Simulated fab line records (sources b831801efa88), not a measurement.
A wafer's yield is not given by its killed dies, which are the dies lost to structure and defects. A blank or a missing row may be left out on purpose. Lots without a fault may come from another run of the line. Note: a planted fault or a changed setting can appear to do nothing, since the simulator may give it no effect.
Which of the tools did it? / flow sky130 / 45 wafers from 15 lots sampled at 4 of the route's 708 steps

== WHAT THE GAUGES SHOWED, per wafer ==
Not one reading of a measure or inspect step in the record can be checked against a usual standard deviation.

== WHAT TOOL EACH LOT RAN ON (gives the tool, then ch and the chambers of the sampled wafers, and finally the start) ==
lot=L667; SKY_SD_P_PEB_05=litho_track-03 ch 0, day 25 09:25; SKY_METAL1_SPUTTER_00=pvd_sputter-03, day 31 13:24; SKY_METAL1_DESCUM_17=rie_metal-01 ch 0,1, day 32 16:58; SKY_VIA1_ETCH_15=rie_diel-04 ch 0,1,3, day 33 21:35
lot=L670; SKY_SD_P_PEB_05=litho_track-01 ch 0, day 26 11:11; SKY_METAL1_SPUTTER_00=pvd_sputter-04, day 32 13:39; SKY_METAL1_DESCUM_17=rie_metal-04 ch 0,1, day 33 16:38; SKY_VIA1_ETCH_15=rie_diel-04 ch 0,2,3, day 34 20:05
lot=L671; SKY_SD_P_PEB_05=litho_track-04 ch 0, day 26 12:07; SKY_METAL1_SPUTTER_00=pvd_sputter-03, day 32 14:38; SKY_METAL1_DESCUM_17=rie_metal-01 ch 0,1, day 33 17:56; SKY_VIA1_ETCH_15=rie_diel-01 ch 2,3, day 34 21:13
lot=L673; SKY_SD_P_PEB_05=litho_track-03 ch 0, day 27 22:35; SKY_METAL1_SPUTTER_00=pvd_sputter-03, day 33 22:15; SKY_METAL1_DESCUM_17=rie_metal-01 ch 0,1, day 35 00:28; SKY_VIA1_ETCH_15=rie_diel-01 ch 0,1,3, day 36 04:46
lot=L674; SKY_SD_P_PEB_05=litho_track-04, day 28 05:05; SKY_METAL1_SPUTTER_00=pvd_sputter-02, day 34 06:11; SKY_METAL1_DESCUM_17=rie_metal-02 ch 0,1, day 36 12:26; SKY_VIA1_ETCH_15=rie_diel-04 ch 2,3, day 37 16:38
lot=L675; SKY_SD_P_PEB_05=litho_track-04, day 28 13:01; SKY_METAL1_SPUTTER_00=pvd_sputter-03, day 34 11:12; SKY_METAL1_DESCUM_17=rie_metal-02 ch 0,1, day 35 13:37; SKY_VIA1_ETCH_15=rie_diel-04 ch 0,2,3, day 36 17:32
lot=L676; SKY_SD_P_PEB_05=litho_track-04, day 28 16:22; SKY_METAL1_SPUTTER_00=pvd_sputter-03, day 34 16:33; SKY_METAL1_DESCUM_17=rie_metal-04 ch 1, day 35 19:50; SKY_VIA1_ETCH_15=rie_diel-01 ch 2,3, day 36 22:31
lot=L682; SKY_SD_P_PEB_05=litho_track-03 ch 0, day 30 19:16; SKY_METAL1_SPUTTER_00=pvd_sputter-03, day 36 16:14; SKY_METAL1_DESCUM_17=rie_metal-01 ch 1, day 37 18:55; SKY_VIA1_ETCH_15=rie_diel-01 ch 2,3, day 38 22:24
lot=L683; SKY_SD_P_PEB_05=litho_track-04 ch 0, day 31 02:31; SKY_METAL1_SPUTTER_00=pvd_sputter-02, day 36 22:07; SKY_METAL1_DESCUM_17=rie_metal-01 ch 0,1, day 38 00:38; SKY_VIA1_ETCH_15=rie_diel-04 ch 0,1, day 39 03:23
lot=L684; SKY_SD_P_PEB_05=litho_track-01 ch 0, day 31 10:37; SKY_METAL1_SPUTTER_00=pvd_sputter-04, day 37 03:56; SKY_METAL1_DESCUM_17=rie_metal-01 ch 0,1, day 38 06:01; SKY_VIA1_ETCH_15=rie_diel-02 ch 0,2,3, day 39 08:17
lot=L685; SKY_SD_P_PEB_05=litho_track-01 ch 0, day 31 17:19; SKY_METAL1_SPUTTER_00=pvd_sputter-04, day 37 12:34; SKY_METAL1_DESCUM_17=rie_metal-02 ch 0,1, day 38 14:36; SKY_VIA1_ETCH_15=rie_diel-01 ch 0,2,3, day 39 16:08
lot=L686; SKY_SD_P_PEB_05=litho_track-04 ch 0, day 32 05:35; SKY_METAL1_SPUTTER_00=pvd_sputter-04, day 38 00:51; SKY_METAL1_DESCUM_17=rie_metal-04 ch 0,1, day 39 02:19; SKY_VIA1_ETCH_15=rie_diel-02 ch 0,2, day 40 06:35
lot=L688; SKY_SD_P_PEB_05=litho_track-04 ch 0, day 32 13:41; SKY_METAL1_SPUTTER_00=pvd_sputter-02, day 38 06:13; SKY_METAL1_DESCUM_17=rie_metal-02 ch 0,1, day 39 07:52; SKY_VIA1_ETCH_15=rie_diel-04 ch 2,3, day 40 09:23
lot=L689; SKY_SD_P_PEB_05=litho_track-04 ch 0, day 32 19:22; SKY_METAL1_SPUTTER_00=pvd_sputter-04, day 38 11:42; SKY_METAL1_DESCUM_17=rie_metal-01 ch 0,1, day 39 12:59; SKY_VIA1_ETCH_15=rie_diel-01 ch 1,2,3, day 40 15:23
lot=L690; SKY_SD_P_PEB_05=litho_track-04 ch 0, day 33 07:43; SKY_METAL1_SPUTTER_00=pvd_sputter-04, day 39 00:27; SKY_METAL1_DESCUM_17=rie_metal-04 ch 0,1, day 40 01:46; SKY_VIA1_ETCH_15=rie_diel-02 ch 0,2,3, day 41 03:31
- SKY_SD_P_PEB_05
- SKY_METAL1_SPUTTER_00: material Ti, target thk 15 nm, time 10 s.
- SKY_METAL1_DESCUM_17: chemistry O2, time 8 s.
- SKY_VIA1_ETCH_15: etches SiO2 in C4F8/O2/Ar, stops on TiN, target depth 351 nm, time 54 s.

== WHAT THE TOOLS THEMSELVES READ (means of the sampled wafers that have a number; where no wafer has one, the mark that the record gives instead) ==
SKY_SD_P_PEB_05. Usual: exhaust_pa reads 45.1 Pa (standard deviation 0.91).
lot=L667; tool=litho_track-03; exhaust_pa (Pa)=44.5; flag=
lot=L670; tool=litho_track-01; exhaust_pa (Pa)=45.9; flag=
lot=L671; tool=litho_track-04; exhaust_pa (Pa)=45.0; flag=
lot=L673; tool=litho_track-03; exhaust_pa (Pa)=45.2; flag=
lot=L674; tool=litho_track-04; exhaust_pa (Pa)=-; flag=OFF
lot=L675; tool=litho_track-04; exhaust_pa (Pa)=-; flag=OFF
lot=L676; tool=litho_track-04; exhaust_pa (Pa)=-; flag=OFF
lot=L682; tool=litho_track-03; exhaust_pa (Pa)=44.8; flag=
lot=L683; tool=litho_track-04; exhaust_pa (Pa)=45.1; flag=
lot=L684; tool=litho_track-01; exhaust_pa (Pa)=45.0; flag=
lot=L685; tool=litho_track-01; exhaust_pa (Pa)=44.0; flag=
lot=L686; tool=litho_track-04; exhaust_pa (Pa)=45.3; flag=
lot=L688; tool=litho_track-04; exhaust_pa (Pa)=45.4; flag=
lot=L689; tool=litho_track-04; exhaust_pa (Pa)=43.4; flag=
lot=L690; tool=litho_track-04; exhaust_pa (Pa)=45.0; flag=

SKY_METAL1_SPUTTER_00. Usual: throttle_valve_pct reads 30.1 % (standard deviation 0.67).
lot=L667; tool=pvd_sputter-03; throttle_valve_pct (%)=29.6; flag=
lot=L670; tool=pvd_sputter-04; throttle_valve_pct (%)=30.4; flag=
lot=L671; tool=pvd_sputter-03; throttle_valve_pct (%)=29.6; flag=
lot=L673; tool=pvd_sputter-03; throttle_valve_pct (%)=29.9; flag=
lot=L674; tool=pvd_sputter-02; throttle_valve_pct (%)=30.1; flag=
lot=L675; tool=pvd_sputter-03; throttle_valve_pct (%)=29.5; flag=
lot=L676; tool=pvd_sputter-03; throttle_valve_pct (%)=29.4; flag=
lot=L682; tool=pvd_sputter-03; throttle_valve_pct (%)=30.0; flag=
lot=L683; tool=pvd_sputter-02; throttle_valve_pct (%)=30.3; flag=
lot=L684; tool=pvd_sputter-04; throttle_valve_pct (%)=30.1; flag=
lot=L685; tool=pvd_sputter-04; throttle_valve_pct (%)=30.2; flag=
lot=L686; tool=pvd_sputter-04; throttle_valve_pct (%)=30.4; flag=
lot=L688; tool=pvd_sputter-02; throttle_valve_pct (%)=30.2; flag=
lot=L689; tool=pvd_sputter-04; throttle_valve_pct (%)=30.4; flag=
lot=L690; tool=pvd_sputter-04; throttle_valve_pct (%)=30.4; flag=

SKY_METAL1_DESCUM_17. Usual: drypump_motor_current_A 5.87 A, standard deviation 0.27; oes_product_au 1.000 a.u., standard deviation 0.0066.
lot=L667; tool=rie_metal-01; drypump_motor_current_A (A)=5.93; oes_product_au (a.u.)=0.996; flag=
lot=L670; tool=rie_metal-04; drypump_motor_current_A (A)=6.05; oes_product_au (a.u.)=1.001; flag=
lot=L671; tool=rie_metal-01; drypump_motor_current_A (A)=5.71; oes_product_au (a.u.)=1.000; flag=
lot=L673; tool=rie_metal-01; drypump_motor_current_A (A)=5.94; oes_product_au (a.u.)=0.996; flag=
lot=L674; tool=rie_metal-02; drypump_motor_current_A (A)=5.68; oes_product_au (a.u.)=1.004; flag=
lot=L675; tool=rie_metal-02; drypump_motor_current_A (A)=5.77; oes_product_au (a.u.)=1.000; flag=
lot=L676; tool=rie_metal-04; drypump_motor_current_A (A)=6.20; oes_product_au (a.u.)=1.002; flag=
lot=L682; tool=rie_metal-01; drypump_motor_current_A (A)=6.16; oes_product_au (a.u.)=0.999; flag=
lot=L683; tool=rie_metal-01; drypump_motor_current_A (A)=5.95; oes_product_au (a.u.)=0.992; flag=
lot=L684; tool=rie_metal-01; drypump_motor_current_A (A)=5.95; oes_product_au (a.u.)=0.996; flag=
lot=L685; tool=rie_metal-02; drypump_motor_current_A (A)=5.70; oes_product_au (a.u.)=0.996; flag=
lot=L686; tool=rie_metal-04; drypump_motor_current_A (A)=6.06; oes_product_au (a.u.)=1.004; flag=
lot=L688; tool=rie_metal-02; drypump_motor_current_A (A)=5.67; oes_product_au (a.u.)=1.000; flag=
lot=L689; tool=rie_metal-01; drypump_motor_current_A (A)=5.93; oes_product_au (a.u.)=0.993; flag=
lot=L690; tool=rie_metal-04; drypump_motor_current_A (A)=6.05; oes_product_au (a.u.)=0.998; flag=

SKY_VIA1_ETCH_15. Usual: oes_product_au reads 0.980 a.u. (standard deviation 0.0059).
lot=L667; tool=rie_diel-04; oes_product_au (a.u.)=0.985; flag=
lot=L670; tool=rie_diel-04; oes_product_au (a.u.)=0.976; flag=
lot=L671; tool=rie_diel-01; oes_product_au (a.u.)=0.977; flag=
lot=L673; tool=rie_diel-01; oes_product_au (a.u.)=0.981; flag=
lot=L674; tool=rie_diel-04; oes_product_au (a.u.)=0.974; flag=
lot=L675; tool=rie_diel-04; oes_product_au (a.u.)=0.983; flag=
lot=L676; tool=rie_diel-01; oes_product_au (a.u.)=0.981; flag=
lot=L682; tool=rie_diel-01; oes_product_au (a.u.)=0.978; flag=
lot=L683; tool=rie_diel-04; oes_product_au (a.u.)=0.982; flag=
lot=L684; tool=rie_diel-02; oes_product_au (a.u.)=0.983; flag=
lot=L685; tool=rie_diel-01; oes_product_au (a.u.)=0.978; flag=
lot=L686; tool=rie_diel-02; oes_product_au (a.u.)=0.985; flag=
lot=L688; tool=rie_diel-04; oes_product_au (a.u.)=0.976; flag=
lot=L689; tool=rie_diel-01; oes_product_au (a.u.)=0.981; flag=
lot=L690; tool=rie_diel-02; oes_product_au (a.u.)=0.984; flag=

== THE ANSWER, worked out from the rows above alone ==
Rule: a lot counts as off when the mean over its wafers that have a number is more than 3 standard deviations away from the usual mean. A lot without any number at a reading at which 4 lots or more have one is off too. The other lots that the step has rows for count as sound. After the gauges, taken in route order, come the tools' own readings; for these a lot's mean is taken, as printed above. The first step at which some lot is off is used, and at that step the reading that is off furthest; a lot without a number counts as furthest.
Off, at SKY_SD_P_PEB_05 on exhaust_pa: L674, L675, L676. Without a number there: L674, L675, L676.
If a tool, at that step or one of the process steps before it, ran each lot that is off and ran no sound lot following the first of them, it fits. No candidate that was tried fits.

== WHAT HAD BEEN PUT IN BY THE SIMULATOR ==
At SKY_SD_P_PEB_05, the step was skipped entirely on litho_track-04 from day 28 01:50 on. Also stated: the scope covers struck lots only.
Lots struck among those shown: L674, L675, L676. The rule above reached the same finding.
